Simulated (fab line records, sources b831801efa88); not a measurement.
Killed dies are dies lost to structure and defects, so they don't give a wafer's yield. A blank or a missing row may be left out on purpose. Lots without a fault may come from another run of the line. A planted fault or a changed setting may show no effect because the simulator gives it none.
Which tool did it? | flow sky130 | 24 lots, 72 wafers sampled, at 6 steps of a route of 708

WHAT THE GAUGES READ, wafer by wafer
SKY_VIA4_OVL_MEAS_11. Usual: VIA4_OVL -0.5 nm, standard deviation 1.2.
lot  | measured     | on         | VIA4_OVL (nm)  | flag
L074 | day 43 06:43 | overlay-01 | 0.1 2.2 1.6    |
L075 | day 43 09:18 | overlay-01 | -1.4 -1.6 -2.4 |
L076 | day 43 16:29 | overlay-02 | -2.2 -0.9 -0.4 |
L077 | day 44 07:11 | overlay-02 | 0.4 0.1 0.3    |
L079 | day 44 15:29 | overlay-02 | -2.9 -2.0 -1.5 |
L078 | day 44 16:08 | overlay-02 | -0.2 0.3 0.4   |
L080 | day 44 16:48 | overlay-01 | 1.6 1.2 -0.2   |
L081 | day 45 16:24 | overlay-01 | -1.4 -1.6 -1.2 |
L083 | day 45 21:22 | overlay-01 | 1.3 -1.4 0.4   |
L082 | day 45 23:23 | overlay-02 | -0.5 -2.1 -1.1 |
L084 | day 46 01:53 | overlay-01 | 0.7 -0.8 -1.7  |
L085 | day 46 11:32 | overlay-01 | -0.6 -1.0 -0.5 |
L086 | day 46 16:29 | overlay-01 | 1.3 0.1 1.6    |
L088 | day 47 08:19 | overlay-01 | -1.2 -3.0 0.2  |
L087 | day 47 09:25 | overlay-02 | 0.6 0.2 -1.4   |
L090 | day 47 10:04 | overlay-01 | -1.4 -2.6 -1.0 |
L089 | day 47 10:52 | overlay-01 | -2.1 -1.1 -0.4 |
L091 | day 47 15:06 | overlay-01 | 0.6 1.1 1.8    |
L092 | day 47 18:59 | overlay-01 | -2.0 -1.7 -1.4 |
L093 | day 48 02:53 | overlay-02 | 1.8 -0.9 0.0   |
L094 | day 48 05:35 | overlay-02 | -0.2 -2.5 0.3  |
L095 | day 48 09:49 | overlay-02 | 0.4 -0.6 0.9   |
L096 | day 48 16:21 | overlay-02 | 0.0 0.4 2.0    |
L097 | day 48 18:46 | overlay-02 | -0.2 -1.2 -1.4 |

SKY_METAL5_RS_MEAS_05: measures by four-point-probe. Usual: METAL5_ALCU_RS 0.02706 ohm/sq, standard deviation 0.00024.
lot  | measured     | on            | METAL5_ALCU_RS (ohm/sq) | flag
L074 | day 43 08:18 | film_metro-01 | 0.02678 0.02673 0.02671 |
L075 | day 43 10:53 | film_metro-04 | 0.02712 0.02681 0.02669 |
L076 | day 43 18:11 | film_metro-01 | 0.02681 0.02706 0.02694 |
L077 | day 44 08:50 | film_metro-01 | 0.0274 0.0273 0.02728   |
L079 | day 44 17:04 | film_metro-02 | 0.02697 0.02685 0.0271  |
L078 | day 44 17:43 | film_metro-01 | 0.02723 0.02693 0.02695 |
L080 | day 44 18:26 | film_metro-02 | 0.02674 0.02691 0.0269  |
L081 | day 45 18:04 | film_metro-02 | 0.02733 0.02682 0.02723 |
L083 | day 45 23:19 | film_metro-01 | 0.02703 0.02713 0.02714 |
L082 | day 46 00:57 | film_metro-02 | 0.02711 0.02735 0.0271  |
L084 | day 46 03:28 | film_metro-04 | 0.02711 0.02723 0.02715 |
L085 | day 46 13:07 | film_metro-02 | 0.02668 0.02683 0.02671 |
L086 | day 46 18:03 | film_metro-02 | 0.02697 0.02693 0.02702 |
L088 | day 47 09:57 | film_metro-01 | 0.02723 0.02718 0.02705 |
L087 | day 47 11:08 | film_metro-01 | 0.02693 0.0268 0.02687  |
L090 | day 47 11:47 | film_metro-04 | 0.02718 0.02737 0.02728 |
L089 | day 47 12:34 | film_metro-04 | 0.02698 0.02731 0.02731 |
L091 | day 47 16:43 | film_metro-01 | 0.02668 0.02676 0.02661 |
L092 | day 47 20:40 | film_metro-04 | 0.02711 0.02701 0.02724 |
L093 | day 48 04:28 | film_metro-04 | 0.02726 0.02718 0.0271  |
L094 | day 48 07:10 | film_metro-01 | 0.02751 0.02763 0.02726 |
L095 | day 48 11:23 | film_metro-02 | 0.02714 0.02744 0.02735 |
L096 | day 48 17:56 | film_metro-01 | 0.0267 0.0266 0.02645   |
L097 | day 48 20:20 | film_metro-04 | 0.02709 0.02723 0.02727 |

WHICH TOOL RAN EACH LOT (tool, then ch and the chambers of the sampled wafers, then the start)
lot  | SKY_VIA2_CMP_24               | SKY_VIA3_CMP_02               | SKY_METAL4_DESCUM_15              | SKY_METAL5_SPUTTER_02
L074 | cmp-01 ch 0,2,3, day 36 20:32 | cmp-01 ch 1,2,3, day 39 02:21 | rie_metal-04 ch 0, day 42 05:53   | pvd_sputter-01, day 43 08:10
L075 | cmp-02 ch 0,1,3, day 36 20:42 | cmp-01 ch 0,1,2, day 39 02:54 | rie_metal-03 ch 0,1, day 42 08:08 | pvd_sputter-01, day 43 10:45
L076 | cmp-02 ch 0,2,3, day 37 08:58 | cmp-01 ch 1,2, day 39 13:10   | rie_metal-02 ch 0,1, day 42 16:04 | pvd_sputter-01, day 43 18:04
L077 | cmp-01 ch 1,2,3, day 38 00:46 | cmp-02 ch 1,3, day 40 05:34   | rie_metal-04 ch 0, day 43 07:14   | pvd_sputter-04, day 44 08:42
L079 | cmp-01 ch 0,1,3, day 38 09:41 | cmp-02 ch 0,1,3, day 40 14:06 | rie_metal-02 ch 0,1, day 43 15:07 | pvd_sputter-03, day 44 16:56
L078 | cmp-01 ch 0,2,3, day 38 10:26 | cmp-02 ch 0,1,2, day 40 14:24 | rie_metal-04 ch 0,1, day 43 16:07 | pvd_sputter-03, day 44 17:35
L080 | cmp-02 ch 0,1, day 38 10:51   | cmp-01 ch 1,2, day 40 15:11   | rie_metal-02 ch 0,1, day 43 17:00 | pvd_sputter-01, day 44 18:16
L081 | cmp-02 ch 0,1,3, day 39 13:11 | cmp-01 ch 0,1,3, day 41 16:47 | rie_metal-04 ch 0,1, day 44 17:17 | pvd_sputter-04, day 45 17:55
L083 | cmp-01 ch 1,2, day 39 18:59   | cmp-02 ch 2,3, day 41 22:40   | rie_metal-03 ch 1, day 44 22:26   | pvd_sputter-04, day 45 23:12
L082 | cmp-02 ch 0,1,2, day 39 23:05 | cmp-02 ch 0,2,3, day 42 02:05 | rie_metal-03 ch 0,1, day 45 00:50 | pvd_sputter-04, day 46 00:50
L084 | cmp-01 ch 0,2,3, day 40 03:17 | cmp-01 ch 0,1,3, day 42 04:52 | rie_metal-04 ch 0,1, day 45 03:28 | pvd_sputter-01, day 46 03:21
L085 | cmp-02 ch 0,1,3, day 40 13:36 | cmp-02 ch 0,1,3, day 42 15:18 | rie_metal-02 ch 0,1, day 45 13:41 | pvd_sputter-03, day 46 12:59
L086 | cmp-01 ch 0,1,3, day 40 19:21 | cmp-01 ch 1,2,3, day 42 21:44 | rie_metal-02 ch 0,1, day 45 18:35 | pvd_sputter-04, day 46 17:56
L088 | cmp-01 ch 0,2,3, day 41 11:51 | cmp-02 ch 1,2, day 43 13:17   | rie_metal-03 ch 0,1, day 46 10:26 | pvd_sputter-01, day 47 09:50
L087 | cmp-02 ch 1,2,3, day 41 12:57 | cmp-01 ch 0,2, day 43 15:01   | rie_metal-02 ch 0,1, day 46 11:23 | pvd_sputter-03, day 47 10:59
L090 | cmp-02 ch 1,2, day 41 14:34   | cmp-02 ch 0,1,2, day 43 15:55 | rie_metal-03 ch 0,1, day 46 11:50 | pvd_sputter-01, day 47 11:37
L089 | cmp-01 ch 0,2,3, day 41 15:59 | cmp-02 ch 0,3, day 43 16:41   | rie_metal-03 ch 0,1, day 46 12:40 | pvd_sputter-03, day 47 12:26
L091 | cmp-01 ch 0,3, day 41 20:05   | cmp-01 ch 1,3, day 43 21:29   | rie_metal-04 ch 0,1, day 46 17:23 | pvd_sputter-04, day 47 16:33
L092 | cmp-02 ch 0,2, day 41 23:46   | cmp-02 ch 0,1, day 44 00:56   | rie_metal-03 ch 0,1, day 46 21:08 | pvd_sputter-01, day 47 20:32
L093 | cmp-01 ch 2,3, day 42 12:23   | cmp-02 ch 0,3, day 44 11:44   | rie_metal-03 ch 0,1, day 47 05:35 | pvd_sputter-04, day 48 04:19
L094 | cmp-01 ch 0,1,2, day 42 13:35 | cmp-02 ch 0,1,2, day 44 14:25 | rie_metal-04 ch 0,1, day 47 08:27 | pvd_sputter-04, day 48 07:01
L095 | cmp-01 ch 1,2,3, day 42 18:53 | cmp-01 ch 0,1, day 44 19:27   | rie_metal-02 ch 0,1, day 47 12:49 | pvd_sputter-03, day 48 11:16
L096 | cmp-01 ch 0,2, day 43 03:59   | cmp-01 ch 0,3, day 45 02:43   | rie_metal-03 ch 1, day 47 19:34   | pvd_sputter-03, day 48 17:47
L097 | cmp-02 ch 0,2,3, day 43 06:59 | cmp-01 ch 1,2,3, day 45 05:40 | rie_metal-04 ch 0,1, day 47 21:59 | pvd_sputter-01, day 48 20:13
- SKY_VIA2_CMP_24: polishes, stops on SiO2, t overpolish 20 s, target thk 0 nm.
- SKY_VIA3_CMP_02: polishes SiO2.
- SKY_METAL4_DESCUM_15: chemistry O2, time 8 s.
- SKY_METAL5_SPUTTER_02: material AlCu, target thk 1150 nm, time 61.2 s.

WHAT THE TOOLS THEMSELVES READ (means of the sampled wafers that have a number; where no wafer has one, the mark that the record gives instead)
SKY_VIA2_CMP_24. Usual: motor_current_A 11.2 A, standard deviation 1.1; overpolish_run_s 20.000 s, standard deviation 0.0096; time_to_endpoint_s 100 s, standard deviation 3.8.
lot  | tool   | motor_current_A (A) | overpolish_run_s (s) | time_to_endpoint_s (s) | flag
L074 | cmp-01 | 11.8                | 20.008               | 105                    |
L075 | cmp-02 | 10.6                | 20.001               | 98                     |
L076 | cmp-02 | 10.6                | 20.000               | 97                     |
L077 | cmp-01 | 11.7                | 20.001               | 106                    |
L079 | cmp-01 | 10.9                | 20.003               | 101                    |
L078 | cmp-01 | 12.1                | 20.003               | 103                    |
L080 | cmp-02 | 11.2                | 20.002               | 98                     |
L081 | cmp-02 | 10.8                | 19.991               | 96                     |
L083 | cmp-01 | 12.2                | 19.996               | 101                    |
L082 | cmp-02 | 10.6                | 20.002               | 94                     |
L084 | cmp-01 | 11.5                | 20.002               | 102                    |
L085 | cmp-02 | 10.9                | 20.004               | 100                    |
L086 | cmp-01 | 10.8                | 19.998               | 100                    |
L088 | cmp-01 | 11.8                | 20.002               | 100                    |
L087 | cmp-02 | 10.2                | 19.997               | 97                     |
L090 | cmp-02 | 10.3                | 20.000               | 97                     |
L089 | cmp-01 | 11.5                | 19.997               | 101                    |
L091 | cmp-01 | 11.0                | 19.997               | 100                    |
L092 | cmp-02 | 11.1                | 20.003               | 97                     |
L093 | cmp-01 | 11.5                | 19.995               | 107                    |
L094 | cmp-01 | 11.9                | 20.002               | 105                    |
L095 | cmp-01 | 11.8                | 20.003               | 99                     |
L096 | cmp-01 | 11.8                | 20.001               | 101                    |
L097 | cmp-02 | 10.7                | 19.996               | 97                     |

SKY_VIA3_CMP_02. Usual: motor_current_A 12.1 A, standard deviation 1.2.
lot  | tool   | motor_current_A (A) | flag
L074 | cmp-01 | 12.6                |
L075 | cmp-01 | 13.2                |
L076 | cmp-01 | 13.0                |
L077 | cmp-02 | 11.1                |
L079 | cmp-02 | 11.7                |
L078 | cmp-02 | 11.1                |
L080 | cmp-01 | 13.2                |
L081 | cmp-01 | 11.7                |
L083 | cmp-02 | 10.9                |
L082 | cmp-02 | 11.6                |
L084 | cmp-01 | 11.9                |
L085 | cmp-02 | 11.5                |
L086 | cmp-01 | 12.6                |
L088 | cmp-02 | 11.0                |
L087 | cmp-01 | 13.6                |
L090 | cmp-02 | 12.0                |
L089 | cmp-02 | 12.2                |
L091 | cmp-01 | 12.4                |
L092 | cmp-02 | 11.9                |
L093 | cmp-02 | 12.0                |
L094 | cmp-02 | 11.6                |
L095 | cmp-01 | 12.3                |
L096 | cmp-01 | 11.6                |
L097 | cmp-01 | 13.2                |

SKY_METAL4_DESCUM_15. Usual: chamber_pressure_mTorr 10.000 mTorr, standard deviation 0.0087; drypump_motor_current_A 6.0 A, standard deviation 0.54; oes_product_au 1.002 a.u., standard deviation 0.009; rf_fwd_power_W 147.5 W, standard deviation 0.7.
lot  | tool         | chamber_pressure_mTorr (mTorr) | drypump_motor_current_A (A) | oes_product_au (a.u.) | rf_fwd_power_W (W) | flag
L074 | rie_metal-04 | 10.002                         | 5.8                         | 0.996                 | 148.0              |
L075 | rie_metal-03 | 9.993                          | 6.5                         | 1.004                 | 148.1              |
L076 | rie_metal-02 | 9.997                          | 5.6                         | 0.999                 | 146.8              |
L077 | rie_metal-04 | 10.006                         | 5.8                         | 1.000                 | 148.2              |
L079 | rie_metal-02 | 10.004                         | 5.7                         | 1.005                 | 147.5              |
L078 | rie_metal-04 | 9.995                          | 6.0                         | 0.992                 | 147.4              |
L080 | rie_metal-02 | 10.001                         | 5.3                         | 1.003                 | 147.0              |
L081 | rie_metal-04 | 10.002                         | 6.2                         | 1.004                 | 147.4              |
L083 | rie_metal-03 | 10.005                         | 6.6                         | 0.999                 | 147.7              |
L082 | rie_metal-03 | 10.003                         | 6.5                         | 1.015                 | 147.2              |
L084 | rie_metal-04 | 9.996                          | 6.2                         | 0.993                 | 147.4              |
L085 | rie_metal-02 | 10.006                         | 5.3                         | 1.007                 | 146.6              |
L086 | rie_metal-02 | 9.998                          | 5.6                         | 1.007                 | 147.2              |
L088 | rie_metal-03 | 10.001                         | 6.5                         | 1.010                 | 147.4              |
L087 | rie_metal-02 | 9.991                          | 5.3                         | 1.009                 | 146.9              |
L090 | rie_metal-03 | 9.998                          | 6.5                         | 0.996                 | 147.8              |
L089 | rie_metal-03 | 9.990                          | 6.5                         | 1.005                 | 148.0              |
L091 | rie_metal-04 | 9.996                          | 5.9                         | 0.997                 | 148.0              |
L092 | rie_metal-03 | 9.999                          | 6.5                         | 1.012                 | 148.0              |
L093 | rie_metal-03 | 10.006                         | 6.5                         | 1.014                 | 147.3              |
L094 | rie_metal-04 | 10.002                         | 6.0                         | 0.991                 | 147.7              |
L095 | rie_metal-02 | 9.996                          | 5.3                         | 1.009                 | 146.7              |
L096 | rie_metal-03 | 9.998                          | 6.6                         | 1.002                 | 147.4              |
L097 | rie_metal-04 | 10.003                         | 5.9                         | 1.001                 | 147.4              |

SKY_METAL5_SPUTTER_02. Usual: chamber_pressure_pa 0.4000 Pa, standard deviation 0.00084; throttle_valve_pct 29.8 %, standard deviation 1.1.
lot  | tool           | chamber_pressure_pa (Pa) | throttle_valve_pct (%) | flag
L074 | pvd_sputter-01 | 0.3997                   | 29.5                   |
L075 | pvd_sputter-01 | 0.3999                   | 29.6                   |
L076 | pvd_sputter-01 | 0.3998                   | 28.9                   |
L077 | pvd_sputter-04 | 0.3997                   | 29.5                   |
L079 | pvd_sputter-03 | 0.4001                   | 28.9                   |
L078 | pvd_sputter-03 | 0.4000                   | 29.4                   |
L080 | pvd_sputter-01 | 0.3998                   | 30.3                   |
L081 | pvd_sputter-04 | 0.3987                   | 30.5                   |
L083 | pvd_sputter-04 | 0.3993                   | 31.4                   |
L082 | pvd_sputter-04 | 0.3994                   | 29.5                   |
L084 | pvd_sputter-01 | 0.4002                   | 29.0                   |
L085 | pvd_sputter-03 | 0.4000                   | 29.6                   |
L086 | pvd_sputter-04 | 0.4003                   | 30.4                   |
L088 | pvd_sputter-01 | 0.4005                   | 28.8                   |
L087 | pvd_sputter-03 | 0.3990                   | 29.7                   |
L090 | pvd_sputter-01 | 0.4000                   | 28.5                   |
L089 | pvd_sputter-03 | 0.4000                   | 29.5                   |
L091 | pvd_sputter-04 | 0.3999                   | 30.5                   |
L092 | pvd_sputter-01 | 0.4002                   | 28.5                   |
L093 | pvd_sputter-04 | 0.3999                   | 30.3                   |
L094 | pvd_sputter-04 | 0.4000                   | 30.3                   |
L095 | pvd_sputter-03 | 0.3999                   | 29.7                   |
L096 | pvd_sputter-03 | 0.3999                   | 29.6                   |
L097 | pvd_sputter-01 | 0.4007                   | 29.3                   |

THE ANSWER, worked out from the rows above alone
Rule: a lot is off if the mean of its wafers that have a number lies more than 3 standard deviations from the usual mean. A lot without any number at a reading at which 4 lots or more have one is off too. The other lots that the step has rows for count as sound. The gauges are gone through in route order, then the tools' own readings, and for those a lot's mean is taken as printed above. The first step at which some lot is off is used, and at that step the reading that is off furthest; a lot without a number counts as furthest.
No lot is off at any reading shown: from this, nothing can be told.

WHAT THE SIMULATOR HAD PUT IN
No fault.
